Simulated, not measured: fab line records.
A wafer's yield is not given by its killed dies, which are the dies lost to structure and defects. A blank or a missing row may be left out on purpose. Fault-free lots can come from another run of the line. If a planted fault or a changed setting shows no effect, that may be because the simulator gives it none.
fab line records    flow sky130
record lots=10  wafers=30  last_day=50
route steps=708 shown FIELD_ISO@15 NWELL@34 SONOS_ONO@171 POLY_GATE@204 PAD_OPEN@708
lots untouched by any fault: they come from a run of this same line in which no faults occurred
start_h: hours from the record's first day to the start of the lot's first wafer shown    wait_h: hours from the lot's prior step to this one    " repeats the value in the row above    L1.1+2: one row covering several wafers at once    - no value, or no start was given    * or withheld: withheld    < > ~ a bound
route shown NAME@n: names a module that has steps shown in the file, with the first one's number in the route    usual: mean/standard deviation of fault-free wafers    same: alike in all rows    chamber/n: place in a boat    sites: readings site by site    _std_site: standard deviation of those values    _edge_site: inner sites' mean taken away from outer sites' mean    radius_mm: for every site, how far away it sits from the centre of the wafer    mask NAME#n: copy n    behind: the most recent tool/chamber to have shaped the wafer    hold: what put the lot on hold/how long, in hours/how the hold closed    device: whichever transistor did not switch (one of n, p or np)    end of line: at the end of the route, the tests of the same wafers    a step with no rows: only its recipe    killed: the dies lost at the first sort to structure and to defects; this is not the yield of the wafer    map: a wafer's dies, marking killed ones x, the rest . and places with no die _
set.NAME: setting as actually run; set.NAME@STEP: the setting as run at that earlier step    model.NAME: the simulator's own value behind a step, which no gauge read
a sample of lots followed through the steps of the route, with each step as a table and each wafer as a row
services: a tool's chamber out of use, with start hour (start_h, from the record's first day; less than 0 if before it), hours out, and reason
## steps
# step SKY_FIELD_ISO_ETCH_14
# recipe chemistry=N2/H2  target=BARC  ion_energy_ev=200  source_w=500  bias_w=100  pressure_mtorr=30  n2_flow_sccm=100  h2_flow_sccm=200  stop_on=SiO2  time_s=45.9  target_depth_a=600
# usual drypump_motor_current_A=5.7/0.35  n2_flow_sccm=100.0/0.32  oes_product_au=0.855/0.0047  throttle_valve_pct=13.224/0.0084
lot.wafer  tool         chamber  start_h  wait_h  drypump_motor_current_A  n2_flow_sccm  oes_product_au  rf_hours_counter_h  throttle_valve_pct
L291.2     rie_diel-02  1        33.46    0.1     6.1                      99.9          0.852           140                 13.223
L291.4     "            3        "        "       6.0                      99.9          0.860           4                   13.216
L291.5     "            1        "        "       6.1                      99.6          0.863           -                   13.214
L293.1     rie_diel-03  2        43.90    0.1     5.3                      100.5         0.849           25                  13.234
L293.4     "            3        "        "       5.7                      99.5          0.860           73                  13.223
L293.6     "            1        "        "       5.7                      100.2         0.857           -                   13.224
L296.2     rie_diel-03  0        60.66    0.1     6.0                      100.1         0.853           131                 13.223
L296.3     "            2        "        "       5.3                      100.5         0.858           25                  13.214
L296.5     "            2        "        "       5.3                      100.3         0.856           -                   13.230
L298.3     rie_diel-04  3        69.51    0.1     5.6                      100.3         0.853           2                   13.222
L298.4     "            3        "        "       5.6                      99.9          0.854           -                   13.229
L298.6     "            1        "        "       5.3                      99.6          0.857           -                   13.213
L299.3     rie_diel-02  0        76.96    0.1     6.0                      99.7          0.854           62                  13.220
L299.5     "            3        "        "       6.0                      100.6         0.843           -                   13.224
L299.6     "            0        "        "       6.0                      99.3          0.865           -                   13.234
L308.2     rie_diel-03  0        122.66   0.1     6.0                      99.9          0.860           131                 13.221
L308.4     "            3        "        "       5.7                      99.8          0.852           74                  13.230
L308.6     "            3        "        "       5.7                      100.0         0.857           -                   13.227
L309.1     rie_diel-03  0        128.86   0.1     6.0                      100.2         0.861           132                 13.207
L309.2     "            2        "        "       5.3                      99.4          0.858           26                  13.224
L309.6     "            2        "        "       5.3                      99.6          0.851           -                   13.212
L310.1     rie_diel-04  2        132.85   0.1     5.1                      100.3         0.858           89                  13.229
L310.3     "            0        "        "       5.4                      99.6          0.857           61                  13.213
L310.6     "            3        "        "       5.6                      99.6          0.846           -                   13.231
L312.1     rie_diel-02  3        143.00   0.1     6.0                      100.1         0.854           6                   13.238
L312.2     "            1        "        "       6.1                      100.1         0.856           142                 13.216
L312.3     "            2        "        "       6.1                      100.2         0.859           87                  13.223
L313.2     rie_diel-02  3        149.25   0.1     6.0                      99.6          0.852           6                   13.214
L313.5     "            2        "        "       6.1                      99.7          0.854           -                   13.231
L313.6     "            1        "        "       6.1                      99.8          0.851           -                   13.204
# step SKY_NWELL_THK_MEAS_02
# recipe reads=SiO2_of_NWELL_OXIDATION_01
# usual NWELL_OXIDATION_THK=10.00/0.23
lot.wafer  tool           chamber  start_h  wait_h  NWELL_OXIDATION_THK[nm]
L291.2     film_metro-01  -        42.15    0.0     10.21
L291.4     "              -        "        "       10.32
L291.5     "              -        "        "       10.29
L293.1     film_metro-04  -        51.65    0.0     9.95
L293.4     "              -        "        "       9.95
L293.6     "              -        "        "       10.05
L296.2     film_metro-02  -        68.04    0.0     10.13
L296.3     "              -        "        "       10.04
L296.5     "              -        "        "       10.38
L298.3     film_metro-01  -        76.26    0.0     10.05
L298.4     "              -        "        "       9.93
L298.6     "              -        "        "       9.90
L299.3     film_metro-01  -        84.16    0.0     9.74
L299.5     "              -        "        "       9.91
L299.6     "              -        "        "       9.55
L308.2     film_metro-01  -        130.95   0.0     9.84
L308.4     "              -        "        "       9.76
L308.6     "              -        "        "       9.79
L309.1     film_metro-04  -        137.79   0.0     9.94
L309.2     "              -        "        "       9.86
L309.6     "              -        "        "       9.99
L310.1     film_metro-04  -        142.50   0.0     10.19
L310.3     "              -        "        "       10.35
L310.6     "              -        "        "       10.38
L312.1     film_metro-04  -        150.27   0.0     10.15
L312.2     "              -        "        "       10.17
L312.3     "              -        "        "       10.19
L313.2     film_metro-01  -        155.01   0.0     9.93
L313.5     "              -        "        "       9.97
L313.6     "              -        "        "       9.99
# step SKY_SONOS_ONO_THK_MEAS_03
# recipe reads=Si3N4_of_SONOS_ONO_CVD_02
# usual SONOS_ONO_CVD_02_THK=10.53/0.12
lot.wafer  tool           chamber  start_h  wait_h  SONOS_ONO_CVD_02_THK[nm]
L291.2     film_metro-03  -        262.59   0.0     10.75
L291.4     "              -        "        "       10.46
L291.5     "              -        "        "       10.75
L293.1     film_metro-01  -        278.64   0.0     10.52
L293.4     "              -        "        "       10.42
L293.6     "              -        "        "       10.43
L296.2     film_metro-03  -        302.10   0.0     10.52
L296.3     "              -        "        "       10.63
L296.5     "              -        "        "       10.49
L298.3     film_metro-02  -        316.58   0.0     10.71
L298.4     "              -        "        "       10.60
L298.6     "              -        "        "       10.53
L299.3     film_metro-01  -        324.97   0.0     10.51
L299.5     "              -        "        "       10.54
L299.6     "              -        "        "       10.60
L308.2     film_metro-03  -        399.32   0.0     10.50
L308.4     "              -        "        "       10.31
L308.6     "              -        "        "       10.43
L309.1     film_metro-03  -        405.13   0.0     10.42
L309.2     "              -        "        "       10.50
L309.6     "              -        "        "       10.49
L310.1     film_metro-01  -        415.66   0.0     10.31
L310.3     "              -        "        "       10.56
L310.6     "              -        "        "       10.44
L312.1     film_metro-03  -        425.97   0.0     10.55
L312.2     "              -        "        "       10.47
L312.3     "              -        "        "       10.51
L313.2     film_metro-01  -        431.08   0.0     10.61
L313.5     "              -        "        "       10.67
L313.6     "              -        "        "       10.47
# step SKY_POLY_GATE_CVD_00
# recipe material=poly-Si  target_thk_nm=180  temp_c=620  time_s=720  pressure_mtorr=200
# usual spike_tc_centre_C=619.4/1.1  spike_tc_lower_C=620.4/1  spike_tc_upper_C=618.7/1.2  susceptor_temp_C=620.0/0.3  zone_power_upper_pct=8.1/0.78
lot.wafer  tool      chamber  start_h  wait_h  spike_tc_centre_C  spike_tc_lower_C  spike_tc_upper_C  susceptor_temp_C  zone_power_upper_pct
L291.2     lpcvd-01  1        318.49   0.0     618.5              621.0             621.3             620.0             7.5
L291.4     "         1        "        "       619.4              621.9             620.2             620.0             7.4
L291.5     "         1        "        "       619.1              623.0             620.3             620.2             7.5
L293.1     lpcvd-01  0        335.55   0.0     621.3              619.2             618.3             619.9             9.2
L293.4     "         0        "        "       620.2              619.5             617.4             620.2             9.0
L293.6     "         0        "        "       618.9              619.9             616.7             620.1             9.1
L296.2     lpcvd-01  1        360.41   0.0     618.7              620.2             619.3             619.7             7.4
L296.3     "         1        "        "       617.4              620.6             620.1             619.9             7.4
L296.5     "         1        "        "       619.1              620.2             618.9             620.3             7.4
L298.3     lpcvd-01  0        379.01   0.0     612.2              612.6             610.2             620.0             8.8
L298.4     "         0        "        "       612.0              611.6             610.0             620.1             8.8
L298.6     "         0        "        "       612.4              612.4             610.8             620.2             8.9
L299.3     lpcvd-01  0        386.33   0.0     610.8              612.8             610.4             619.9             8.8
L299.5     "         0        "        "       611.5              613.0             609.8             620.0             8.8
L299.6     "         0        "        "       610.9              612.4             608.5             619.8             8.9
L308.2     lpcvd-01  0        466.57   0.0     620.0              618.1             618.0             619.9             9.1
L308.4     "         0        "        "       619.7              619.9             619.2             619.6             8.9
L308.6     "         0        "        "       618.7              622.2             617.5             620.2             8.9
L309.1     lpcvd-01  0        473.25   0.0     620.2              621.4             618.5             620.3             9.0
L309.2     "         0        "        "       619.3              621.3             617.3             620.3             9.0
L309.6     "         0        "        "       620.5              621.1             617.6             620.3             9.1
L310.1     lpcvd-01  0        481.66   0.0     617.8              619.8             618.3             619.9             9.0
L310.3     "         0        "        "       620.1              619.4             618.4             620.2             9.0
L310.6     "         0        "        "       619.1              619.9             618.2             619.5             8.9
L312.1     lpcvd-01  1        492.28   0.0     620.1              621.4             618.4             619.7             7.3
L312.2     "         1        "        "       618.3              620.9             620.4             619.7             7.6
L312.3     "         1        "        "       619.7              621.3             620.3             620.0             7.5
L313.2     lpcvd-01  0        497.94   0.0     620.0              618.5             618.5             619.7             9.1
L313.5     "         0        "        "       619.0              620.8             617.8             619.9             9.0
L313.6     "         0        "        "       619.7              620.7             618.3             619.9             9.1
# step SKY_POLY_GATE_THK_MEAS_01
# recipe reads=poly-Si_of_POLY_GATE_CVD_00
# usual POLY_GATE_CVD_00_THK=181.1/2.1
lot.wafer  tool           chamber  start_h  wait_h  hold                      POLY_GATE_CVD_00_THK[nm]
L291.2     film_metro-02  -        319.70   0.0     -                         181.9
L291.4     "              -        "        "       -                         183.6
L291.5     "              -        "        "       -                         181.7
L293.1     film_metro-04  -        336.75   0.0     -                         179.7
L293.4     "              -        "        "       -                         180.7
L293.6     "              -        "        "       -                         180.3
L296.2     film_metro-03  -        361.62   0.0     -                         179.1
L296.3     "              -        "        "       -                         178.7
L296.5     "              -        "        "       -                         178.5
L298.3     film_metro-03  -        380.23   0.0     await_dispo/0.2h/release  144.2
L298.4     "              -        "        "       await_dispo/0.2h/release  144.7
L298.6     "              -        "        "       await_dispo/0.2h/release  145.0
L298.3     film_metro-03  -        380.55   0.3     -                         144.1
L298.4     "              -        "        "       -                         144.9
L298.6     "              -        "        "       -                         145.0
L299.3     film_metro-03  -        387.55   0.0     await_dispo/0.2h/release  149.5
L299.5     "              -        "        "       await_dispo/0.2h/release  150.6
L299.6     "              -        "        "       await_dispo/0.2h/release  150.0
L299.3     film_metro-03  -        387.78   0.2     -                         149.6
L299.5     "              -        "        "       -                         150.5
L299.6     "              -        "        "       -                         149.9
L308.2     film_metro-04  -        467.78   0.0     -                         185.2
L308.4     "              -        "        "       -                         183.6
L308.6     "              -        "        "       -                         184.0
L309.1     film_metro-03  -        474.45   0.0     -                         182.6
L309.2     "              -        "        "       -                         182.0
L309.6     "              -        "        "       -                         182.7
L310.1     film_metro-03  -        482.86   0.0     -                         183.5
L310.3     "              -        "        "       -                         183.3
L310.6     "              -        "        "       -                         182.9
L312.1     film_metro-03  -        493.48   0.0     -                         181.0
L312.2     "              -        "        "       -                         179.7
L312.3     "              -        "        "       -                         180.6
L313.2     film_metro-02  -        499.15   0.0     -                         182.6
L313.5     "              -        "        "       -                         182.0
L313.6     "              -        "        "       -                         180.0
# step SKY_POLY_GATE_ETCH_17
# recipe target_depth_nm=180  stop_on=SiO2  over_etch_frac=0.56667  chemistry=HBr/Cl2  target=poly-Si  icp_w=400  bias_w=100  pressure_mtorr=10  HBr_flow_sccm=150  Cl2_flow_sccm=50  time_s=70.5
# usual drypump_motor_current_A=5.7/0.64  oes_product_au=0.988/0.0077  throttle_valve_pct=33.684/0.0094
lot.wafer  tool       chamber  start_h  wait_h  drypump_motor_current_A  oes_product_au  rf_hours_counter_h  throttle_valve_pct
L291.2     rie_si-01  0        376.41   0.0     6.0                      0.991           75                  33.688
L291.4     "          3        "        "       6.1                      0.981           4                   33.665
L291.5     "          3        "        "       6.1                      0.999           -                   33.690
L293.1     rie_si-02  0        394.53   0.0     6.6                      0.980           1                   33.703
L293.4     "          1        "        "       5.9                      0.990           23                  33.679
L293.6     "          2        "        "       4.8                      0.983           -                   33.694
L296.2     rie_si-02  1        419.53   0.0     5.9                      0.985           23                  33.694
L296.3     "          0        "        "       6.7                      0.979           2                   33.679
L296.5     "          1        "        "       5.9                      0.975           -                   33.684
L298.3     rie_si-01  1        441.78   0.0     6.5                      0.849           1                   33.694
L298.4     "          0        "        "       5.9                      0.852           0                   33.682
L298.6     "          2        "        "       4.9                      0.851           -                   33.673
L299.3     rie_si-01  2        448.81   0.0     4.9                      0.874           13                  33.686
L299.5     "          2        "        "       4.9                      0.876           -                   33.692
L299.6     "          1        "        "       6.5                      0.878           -                   33.682
L308.2     rie_si-02  1        530.68   0.0     5.9                      0.997           24                  33.661
L308.4     "          0        "        "       6.6                      0.980           2                   33.683
L308.6     "          3        "        "       5.5                      0.997           -                   33.667
L309.1     rie_si-01  3        537.66   0.0     6.1                      0.998           5                   33.688
L309.2     "          0        "        "       6.0                      0.997           1                   33.689
L309.6     "          0        "        "       6.0                      1.009           -                   33.678
L310.1     rie_si-02  2        544.93   0.0     4.8                      0.996           10                  33.688
L310.3     "          1        "        "       5.9                      0.995           24                  33.688
L310.6     "          2        "        "       4.8                      0.995           -                   33.691
L312.1     rie_si-02  1        555.38   0.0     5.9                      0.992           24                  33.680
L312.2     "          3        "        "       5.6                      0.988           1                   33.687
L312.3     "          0        "        "       6.6                      0.980           2                   33.688
L313.2     rie_si-01  2        560.66   0.0     4.9                      0.996           14                  33.684
L313.5     "          0        "        "       6.0                      0.998           -                   33.688
L313.6     "          1        "        "       6.6                      0.977           -                   33.699
# step SKY_PAD_OPEN_PROBE_99
# usual killed_at_M0_to_M3=44/6.6  killed_at_M4_up=3.4/1.9  killed_at_contacts=25/5.6  killed_at_front_end=15/4.6  killed_at_other=0.3/0.6  killed_dies=88/9.5  killed_open=47/7.1  killed_short=40/6.4
# same gross_dies=492  killed_at_back_side=0
lot.wafer  tool       chamber  start_h  wait_h  killed_at_M0_to_M3  killed_at_M4_up  killed_at_contacts  killed_at_front_end  killed_at_other  killed_dies  killed_open  killed_short
L299.3     prober-01  -        1126.69  0.2     47                  2                23                  10                   0                82           37           45
L299.5     prober-01  -        1126.79  0.2     46                  3                24                  20                   0                93           50           43
L299.6     prober-01  -        1126.84  0.2     53                  3                21                  8                    0                85           45           40
# killed by level:class
L299.3 LI_CONTACT:geometric_particle:open=9 VIA1:geometric_particle:open=8 METAL1:geometric_particle:short=7 VIA2:geometric_particle:open=6 VIA2:geometric_particle:short=6 METAL2:geometric_particle:short=5 METAL3:geometric_particle:short=5 LOCAL_INTERCONNECT:geometric_particle:short=4
L299.5 VIA1:geometric_particle:open=13 LI_CONTACT:geometric_particle:open=9 VIA3:geometric_particle:open=9 METAL1:geometric_particle:short=8 LOCAL_INTERCONNECT:geometric_particle:short=7 POLY_GATE:geometric_particle:short=6 POLY_GATE:geometric_particle:open=5 CONTACT:geometric_particle:open=5
L299.6 VIA1:geometric_particle:open=12 METAL2:geometric_particle:short=10 CONTACT:geometric_particle:open=8 VIA3:geometric_particle:open=8 VIA2:geometric_particle:open=8 LOCAL_INTERCONNECT:geometric_particle:short=5 VIA1:geometric_particle:short=4 LI_CONTACT:geometric_particle:short=3
## services
tool         chamber  start_h  hours  kind
rie_diel-03  -        25.26    0.4    repair
rie_si-02    0        41.58    4.1    repair
rie_diel-03  0        54.77    2.3    repair
rie_diel-03  3        82.90    5.7    repair
rie_diel-03  3        89.61    10.0   repair
rie_diel-02  -        93.25    19.8   repair
rie_diel-03  0        95.42    22.5   repair
rie_diel-03  3        127.41   8.4    repair
rie_diel-03  0        152.41   7.5    repair
rie_si-02    0        168.06   1.9    repair
rie_diel-03  3        178.98   19.6   repair
rie_diel-02  1        268.52   9.5    repair
rie_diel-02  -        272.92   2.8    pm
rie_si-01    1        274.66   3.0    repair
rie_diel-03  0        297.81   4.1    repair
rie_si-02    -        362.09   0.7    repair
lpcvd-01     -        371.71   6.0    pm
rie_diel-03  1        379.73   4.9    repair
rie_si-01    -        385.28   14.6   pm
rie_si-02    -        400.57   0.6    repair
rie_diel-02  -        401.54   0.2    repair
rie_diel-02  3        421.03   2.7    repair
lpcvd-01     -        531.22   2.8    pm
rie_diel-03  3        537.21   2.5    repair
## key
first_sign step=SKY_POLY_GATE_CVD_00  reading=spike_tc_lower_C  direction=down  sigmas=8  usual=620.4  struck=612.5
effect step=SKY_POLY_GATE_CVD_00  reading=spike_tc_centre_C  direction=down  sigmas=7.4  usual=619.4  struck=611.6
effect step=SKY_POLY_GATE_THK_MEAS_01  reading=visit  direction=added
effect step=SKY_POLY_GATE_THK_MEAS_01  reading=POLY_GATE_CVD_00_THK  direction=down  sigmas=16  usual=181.1  struck=147.4
effect step=SKY_POLY_GATE_ETCH_17  reading=oes_product_au  direction=down  sigmas=16  usual=0.988  struck=0.863
met_at SKY_POLY_GATE_CVD_00
struck_lots L298,L299
struck_wafers L298.3,L298.4,L298.6,L299.3,L299.5,L299.6
tester_left_out L298,L299
not_acting_at SKY_FIELD_ISO_ETCH_14,SKY_NWELL_THK_MEAS_02,SKY_SONOS_ONO_THK_MEAS_03
onset_between 335.55 379.01
fault kind=process_parameter_drift  tool=lpcvd-01  chamber=0  onset_h=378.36  steps=SKY_POLY_GATE_CVD_00  channel=temp_c  offset=*  shape=step  end_h=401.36  stated=*
# tester_left_out: of these lots the tester's yield and bins aren't shown, on N5 and GAA mostly nor the transistor test; their killed dies are dies lost to structure and defects alone, not to doping, threshold or leakage, so they don't give the yield
